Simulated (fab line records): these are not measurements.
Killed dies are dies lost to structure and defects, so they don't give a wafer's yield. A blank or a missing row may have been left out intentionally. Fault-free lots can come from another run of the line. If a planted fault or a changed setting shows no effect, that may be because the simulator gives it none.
A lot that was struck, set against a sound lot | flow sky130 | 17 out of 708 route steps
Sound: the wafers L869.3, L869.4, L869.6. Wafers struck: L877.1, L877.2, L877.5. The cause is named last.
For every step that has rows: the tool of each side, followed by ch and its chambers, followed by its first start. Under that, the readings that differ: sound wafers | struck wafers | difference of the means | sigmas: that difference in standard deviations of wafers without a fault.
alike: readings with means less than 2 such deviations apart, plus words and numbers identical on both sides. not compared: withheld readings, readings lacking a value on some wafer, bounds such as >300 that could conceal the same value, and numbers that have no deviation in the record and whose values overlap.
A row with sigmas, a row that says differs or no value, or rows on one side alone: a step with any of these is where the two part. Non-overlapping numbers with no deviation appear without sigmas and do not part them. A reading missing from all wafers of one side parts the sides only when that side holds two or more wafers.

SKY_VT_ADJUST_LVTN_OVL_MEAS_07:
  sound: overlay-01 at day 7 22:47; struck: overlay-02 at day 10 05:15
  alike: VT_ADJUST_LVTN_OVL
following that, these wafers have no rows for 1 step: SKY_VT_ADJUST_LVTN_IMPLANT_08.
SKY_VT_ADJUST_LVTN_STRIP_09: strips in O2/N2.
  sound on plasmaAsher-02 ch 0,1, day 7 22:59; struck on plasmaAsher-02 ch 0,1, day 10 05:26
  alike: drypumpMotorCurrentA, oesProductAu, stripTimeToEndpointS
  not compared: rfHoursCounterH
SKY_VT_ADJUST_LVTN_TW_MEAS_10:
  sound: filmMetro-04 at day 7 23:05; struck: filmMetro-04 at day 10 05:32
  alike: VT_ADJUST_LVTN_TW
then, 7 steps without rows for these wafers: SKY_VT_ADJUST_LVTN_DEHYDRATE_11 (time 60 s); SKY_VT_ADJUST_LVTN_HMDS_12 (prime time 60 s); SKY_VT_ADJUST_LVTN_COAT_13 (resist thk 1140 nm); SKY_VT_ADJUST_LVTN_SOFTBAKE_14 (time 60 s); SKY_VT_ADJUST_LVTN_EXPOSE_15 (exposes mask HVN STD DERIVED, target cd 600 nm); SKY_VT_ADJUST_LVTN_PEB_16; SKY_VT_ADJUST_LVTN_DEVELOP_17 (develop time 60 s).
SKY_VT_ADJUST_LVTN_OVL_MEAS_18:
  sound: overlay-02 at day 8 19:25; struck: overlay-02 at day 11 04:03
  alike: VT_ADJUST_LVTN_01_OVL
SKY_VT_ADJUST_LVTN_IMPLANT_19:
  sound on implanter-01 ch 0, day 8 19:30; struck on implanter-03 ch 0, day 11 04:05
reading          | sound                         | struck                        | difference | sigmas
doseIonsCm2      | 6.496e+11 6.505e+11 6.502e+11 | 2.306e+11 2.303e+11 2.318e+11 | -4.192e+11 | -99 or more
faradayCurrentUA | 3.67 3.65 3.56                | 1.31 1.30 1.32                | -2.32      | -31
SKY_VT_ADJUST_LVTN_STRIP_20: strips in O2/N2.
  sound on plasmaAsher-01 ch 0,1, day 8 19:38; struck on plasmaAsher-01 ch 0,1, day 11 04:14
  alike: drypumpMotorCurrentA, oesProductAu, stripTimeToEndpointS
  not compared: rfHoursCounterH
SKY_VT_ADJUST_LVTN_TW_MEAS_21:
  sound: filmMetro-02 at day 8 19:43; struck: filmMetro-02 at day 11 04:20
reading             | sound             | struck            | difference | sigmas
VT_ADJUST_LVTN_2_TW | 189.1 189.1 188.8 | 141.9 141.9 141.5 | -47.2      | -34
then, 1 step without rows for these wafers: SKY_VT_ADJUST_NCORE_DEHYDRATE_00 (time 60 s).
-- a jump in the record: the struck wafers' starts before and after are 38 days apart (it breaks off in module VT_ADJUST_NCORE and resumes in module PAD_OPEN, where the first step shown is number 708 of the route) --
SKY_PAD_OPEN_PROBE_99:
  sound: prober-01 at day 46 20:02; struck: prober-02 at day 49 02:41
reading                                 | sound                | struck               | difference | sigmas
killedAtFrontEnd                        | 30 32 24             | 17 14 22             | -11        | -2
model.etest.resPwellUnderGate.rsOhmSq   | 2310 2327 2316       | 2413 2397 2388       | +82        | 
model.etest.nfetG5v0d10v5.rOnOhmUm      | 1840 1824 1848       | 1866 1868 1863       | +28        | 
model.etest.nfetG5v0d10v5.driveUaUm     | 619.2 630.1 620.8    | 615.7 613.5 610.4    | -10.2      | 
model.etest.nfet_16v.driveUaUm          | 229.6 232.7 230.1    | 226.1 223.8 224.6    | -6.0       | 
model.etest.nfetG5v0d10v5.bodyRiseV (V) | 0.6604 0.6536 0.6594 | 0.6349 0.6374 0.6362 | -0.0216    | 
model.etest.nfet_16v.bodyRiseV (V)      | 0.6542 0.6472 0.6513 | 0.6271 0.6303 0.6296 | -0.0219    | 
  alike: killed_at_M0_to_M3, killed_at_M4_up, killedAtContacts, killedAtOther, killedDies, killedOpen, killedShort
  not compared: model.etest.nfet_16v.rOnOhmUm, model.etest.tip_n_5v.rsOhmSq

== WHERE THEY PART ==
At SKY_VT_ADJUST_LVTN_IMPLANT_19 first; at SKY_PAD_OPEN_PROBE_99 last (within this record only).

WHY: what the simulator had put in
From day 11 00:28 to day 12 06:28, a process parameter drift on implanter-03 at SKY_VT_ADJUST_LVTN_IMPLANT_19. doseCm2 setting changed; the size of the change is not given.
